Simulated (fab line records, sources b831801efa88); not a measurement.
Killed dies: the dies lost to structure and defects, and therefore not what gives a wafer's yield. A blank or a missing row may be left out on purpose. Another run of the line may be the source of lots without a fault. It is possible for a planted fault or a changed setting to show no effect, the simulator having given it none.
Which tool is to blame? / flow gf180mcu / 14 lots with 42 wafers sampled at 3 steps, on a route of 602 steps

WHAT EACH GAUGE READ, for each wafer
GF_POLY_GATE_THK_MEAS_17. Usual: for POLY_GATE_OXIDATION_THK the level is 3.97 nm and the standard deviation is 0.095.
lot=L754; measured=day 9 06:26; on=film_metro-02; POLY_GATE_OXIDATION_THK (nm)=3.92 3.96 4.10; flag=
lot=L756; measured=day 9 18:23; on=film_metro-04; POLY_GATE_OXIDATION_THK (nm)=3.79 3.67 3.75; flag=
lot=L758; measured=day 10 07:50; on=film_metro-02; POLY_GATE_OXIDATION_THK (nm)=3.99 3.97 4.00; flag=
lot=L759; measured=day 10 15:31; on=film_metro-04; POLY_GATE_OXIDATION_THK (nm)=3.96 3.90 3.89; flag=
lot=L760; measured=day 11 03:29; on=film_metro-02; POLY_GATE_OXIDATION_THK (nm)=3.94 3.87 3.91; flag=
lot=L761; measured=day 11 07:18; on=film_metro-02; POLY_GATE_OXIDATION_THK (nm)=3.95 3.94 3.94; flag=
lot=L763; measured=day 11 23:47; on=film_metro-04; POLY_GATE_OXIDATION_THK (nm)=4.11 3.97 3.96; flag=
lot=L767; measured=day 13 00:31; on=film_metro-02; POLY_GATE_OXIDATION_THK (nm)=4.17 4.14 4.12; flag=
lot=L770; measured=day 13 20:24; on=film_metro-01; POLY_GATE_OXIDATION_THK (nm)=4.08 4.13 4.04; flag=
lot=L771; measured=day 14 15:47; on=film_metro-01; POLY_GATE_OXIDATION_THK (nm)=3.94 3.97 3.89; flag=
lot=L772; measured=day 15 01:46; on=film_metro-01; POLY_GATE_OXIDATION_THK (nm)=3.91 3.93 4.01; flag=
lot=L774; measured=day 15 14:23; on=film_metro-01; POLY_GATE_OXIDATION_THK (nm)=3.96 4.06 4.01; flag=
lot=L775; measured=day 15 19:41; on=film_metro-01; POLY_GATE_OXIDATION_THK (nm)=4.08 4.15 4.11; flag=
lot=L777; measured=day 16 10:06; on=film_metro-01; POLY_GATE_OXIDATION_THK (nm)=3.91 3.93 3.85; flag=

GF_HV_LDD_OVL_MEAS_08. Usual: for HV_LDD_OVL the level is -1.3 nm and the standard deviation is 1.2.
lot=L754; measured=day 10 02:32; on=overlay-01; HV_LDD_OVL (nm)=-2.0 -2.4 -3.1; flag=
lot=L756; measured=day 10 09:32; on=overlay-01; HV_LDD_OVL (nm)=-1.0 -1.3 -2.3; flag=
lot=L758; measured=day 11 01:44; on=overlay-01; HV_LDD_OVL (nm)=-1.5 -2.4 0.0; flag=
lot=L759; measured=day 11 09:33; on=overlay-02; HV_LDD_OVL (nm)=-2.4 -2.0 -1.9; flag=
lot=L760; measured=day 11 22:11; on=overlay-02; HV_LDD_OVL (nm)=-0.3 -1.2 -1.8; flag=
lot=L761; measured=day 12 01:50; on=overlay-01; HV_LDD_OVL (nm)=0.7 -0.2 0.7; flag=
lot=L763; measured=day 12 20:01; on=overlay-01; HV_LDD_OVL (nm)=-0.3 0.4 0.1; flag=
lot=L767; measured=day 13 21:08; on=overlay-01; HV_LDD_OVL (nm)=-1.2 0.9 1.7; flag=
lot=L770; measured=day 14 17:20; on=overlay-01; HV_LDD_OVL (nm)=-3.5 -3.2 -0.9; flag=
lot=L771; measured=day 15 13:26; on=overlay-01; HV_LDD_OVL (nm)=-2.8 -3.7 -4.0; flag=
lot=L772; measured=day 15 22:44; on=overlay-01; HV_LDD_OVL (nm)=0.0 0.3 -2.1; flag=
lot=L774; measured=day 16 12:59; on=overlay-01; HV_LDD_OVL (nm)=-1.2 -1.8 -0.7; flag=
lot=L775; measured=day 16 17:56; on=overlay-01; HV_LDD_OVL (nm)=-0.6 -2.0 0.3; flag=
lot=L777; measured=day 17 09:20; on=overlay-02; HV_LDD_OVL (nm)=-0.7 -2.9 -2.0; flag=

GF_HV_LDD_TW_MEAS_23. Usual: for HV_LDD_2_TW the level is 1067 and the standard deviation is 5.5.
lot=L754; measured=day 10 20:29; on=film_metro-03; HV_LDD_2_TW=1069 1068 1069; flag=
lot=L756; measured=day 11 04:52; on=film_metro-01; HV_LDD_2_TW=1065 1067 1063; flag=
lot=L758; measured=day 11 20:56; on=film_metro-03; HV_LDD_2_TW=1061 1065 1063; flag=
lot=L759; measured=day 12 05:32; on=film_metro-04; HV_LDD_2_TW=1077 1076 1072; flag=
lot=L760; measured=day 12 18:01; on=film_metro-03; HV_LDD_2_TW=1060 1060 1067; flag=
lot=L761; measured=day 12 21:53; on=film_metro-01; HV_LDD_2_TW=1071 1062 1066; flag=
lot=L763; measured=day 13 16:07; on=film_metro-01; HV_LDD_2_TW=1069 1069 1066; flag=
lot=L767; measured=day 14 18:37; on=film_metro-01; HV_LDD_2_TW=1053 1059 1055; flag=
lot=L770; measured=day 15 15:40; on=film_metro-03; HV_LDD_2_TW=1063 1067 1069; flag=
lot=L771; measured=day 16 12:40; on=film_metro-04; HV_LDD_2_TW=1071 1072 1068; flag=
lot=L772; measured=day 16 21:43; on=film_metro-04; HV_LDD_2_TW=1077 1069 1071; flag=
lot=L774; measured=day 17 11:49; on=film_metro-01; HV_LDD_2_TW=1063 1061 1063; flag=
lot=L775; measured=day 17 16:49; on=film_metro-04; HV_LDD_2_TW=1068 1072 1075; flag=
lot=L777; measured=day 18 09:02; on=film_metro-01; HV_LDD_2_TW=1049 1055 1053; flag=

EACH LOT AND THE TOOL THAT RAN IT (in order: tool; ch and the chambers of the sampled wafers; start)
Before these readings, the record contains no process step.

WHAT THE TOOLS THEMSELVES READ (means of the sampled wafers that have a number; where no wafer has one, the mark that the record gives instead)
The record holds no such reading with a usual standard deviation.

THE ANSWER, worked out from the rows above alone
Rule: take the mean of a lot's wafers that have a number; if it is more than 3 standard deviations from the usual mean, the lot is off. A lot without any number at a reading at which 4 lots or more have one is off too. All remaining lots with rows at the step are treated as sound. The gauges are gone through in route order, then the tools' own readings, and for those a lot's mean is taken as printed above. The first step at which some lot is off is used, and at that step the reading that is off furthest; a lot without a number counts as furthest.
Nothing can be told from this: no lot is off at any reading shown.

WHAT THE SIMULATOR HAD INSERTED
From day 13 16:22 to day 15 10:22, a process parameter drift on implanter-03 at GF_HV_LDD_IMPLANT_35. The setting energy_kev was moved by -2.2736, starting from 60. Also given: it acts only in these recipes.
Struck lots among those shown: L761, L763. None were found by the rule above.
